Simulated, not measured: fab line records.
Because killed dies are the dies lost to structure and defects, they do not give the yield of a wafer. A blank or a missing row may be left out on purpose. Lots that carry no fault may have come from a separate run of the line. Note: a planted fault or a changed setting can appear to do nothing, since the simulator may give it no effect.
Split-lot trial + flow sky130 + on a route of 708 steps: 5 lots, 23 wafers read

SPLIT DETAILS
At SKY_DNWELL_SOFTBAKE_03, the setting temp c was moved away from the recipe's 110 C on 10 of the 23 wafers read, by -3.0% to -2.3%. This setting was run at the recipe's value on the other wafers.

FROM THE SPLIT TO THE READING: what the file shows between them, 2 steps
- SKY_DNWELL_EXPOSE_04: exposes mask DNM, target cd 3000 nm
- SKY_DNWELL_PEB_05

THE READING
coat_of_DNWELL_COAT_02.thk nm (the simulator's own value, which no gauge read), in nm, at SKY_DNWELL_DEVELOP_06 (develop time 60 s). No usual value for it is given in the file. Across the 13 wafers here that went through the recipe, the average is 2998 nm and the standard deviation 5.2 nm.

| wafer  | tool, chamber at the split | temp c as run, C | against the recipe | coat_of_DNWELL_COAT_02.thk nm, nm | against lot-mates on the recipe |
|--------|----------------------------|------------------|--------------------|-----------------------------------|---------------------------------|
| L074.1 | litho track-02, 0          | 107              | -2.7%              | 3014                              | +26                             |
| L074.3 | litho track-02, 0          | 107              | -2.7%              | 3015                              | +26                             |
| L074.4 | litho track-02, 0          | 110              | recipe             | 2989                              | -                               |
| L074.5 | litho track-02, 0          | 107              | -2.7%              | 3007                              | +18                             |
| L074.6 | litho track-02, 0          | 110              | recipe             | 2988                              | -                               |
| L079.4 | litho track-01, 0          | 110              | recipe             | 2999                              | -                               |
| L079.5 | litho track-01, 0          | 110              | recipe             | 2995                              | -                               |
| L079.6 | litho track-01, 0          | 110              | recipe             | 2998                              | -                               |
| L082.1 | litho track-03, 0          | 110              | recipe             | 3003                              | -                               |
| L082.6 | litho track-03, 0          | 110              | recipe             | 3003                              | -                               |
| L082.2 | litho track-03, 0          | 106.7            | -3.0%              | 3030                              | +27                             |
| L082.4 | litho track-03, 0          | 106.7            | -3.0%              | 3028                              | +25                             |
| L082.5 | litho track-03, 0          | 110              | recipe             | 3002                              | -                               |
| L083.1 | litho track-01, 0          | 107.5            | -2.3%              | 3024                              | +23                             |
| L083.2 | litho track-01, 0          | 110              | recipe             | 3005                              | -                               |
| L083.3 | litho track-01, 0          | 107.5            | -2.3%              | 3014                              | +13                             |
| L083.4 | litho track-01, 0          | 110              | recipe             | 2999                              | -                               |
| L083.5 | litho track-01, 0          | 110              | recipe             | 3000                              | -                               |
| L084.1 | litho track-03, 0          | 110              | recipe             | 2994                              | -                               |
| L084.2 | litho track-03, 0          | 106.8            | -2.9%              | 3026                              | +32                             |
| L084.3 | litho track-03, 0          | 110              | recipe             | 2993                              | -                               |
| L084.5 | litho track-03, 0          | 106.8            | -2.9%              | 3022                              | +28                             |
| L084.6 | litho track-03, 0          | 106.8            | -2.9%              | 3025                              | +32                             |

THE FIT
A straight line over all 23 wafers: coat_of_DNWELL_COAT_02.thk nm changes by -8.42 nm for each +1% of temp c; r = -0.89; the points scatter about the line by 6 nm.
The same after taking each lot's own level away (the mean of its wafers on the recipe; 23 wafers): -9.25 nm for each +1%; r = -0.97; scatter 3.2 nm.
According to that fit, moving temp c by its largest amount changes the reading by 28 nm.
Across the lots, their own levels run from 2988.5 to 3002.7 nm, a range of 2.7 times the standard deviation given above.
So the lot-to-lot level changes the slope little: the two slopes agree.
Check: with one of the wafers moved furthest among these (-3.0%) left out of the fit, the line predicts +27.7 nm for it against its lot-mates. It came out at +27.3 nm against them.

THESE WAFERS: OTHER SPLITS
Other splits were also applied to these wafers ahead of the reading. Each is held against what the fit with the lots' levels taken away leaves over:
| other split on the same wafers    | wafers away from the commonest value | r with coat_of_DNWELL_COAT_02.thk nm (lot level and that fit taken away) |
|-----------------------------------|--------------------------------------|--------------------------------------------------------------------------|
| SKY_FIELD_ISO_OXIDATION_01 temp c | 15                                   | +0.05                                                                    |
| SKY_FIELD_ISO_EXPOSE_10 dose mj   | 7                                    | -0.11                                                                    |

THE WHOLE CHAIN: every reading that the file lists as answering this split, in the file's order
| step                  | what it does      | reading                                                                        | change (the file's fit)              | r (the file's) |
|-----------------------|-------------------|--------------------------------------------------------------------------------|--------------------------------------|----------------|
| SKY_DNWELL_DEVELOP_06 | develop time 60 s | coat_of_DNWELL_COAT_02.thk nm (the simulator's own value, which no gauge read) | -9.06 nm for each +1% of the setting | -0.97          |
| SKY_DNWELL_STRIP_08   | strips in O2/N2   | strip time to endpoint s                                                       | withheld for each +1% of the setting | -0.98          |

FILE'S OWN FIT
coat_of_DNWELL_COAT_02.thk nm changes by -9.06 nm for each +1% of temp c, r = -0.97.
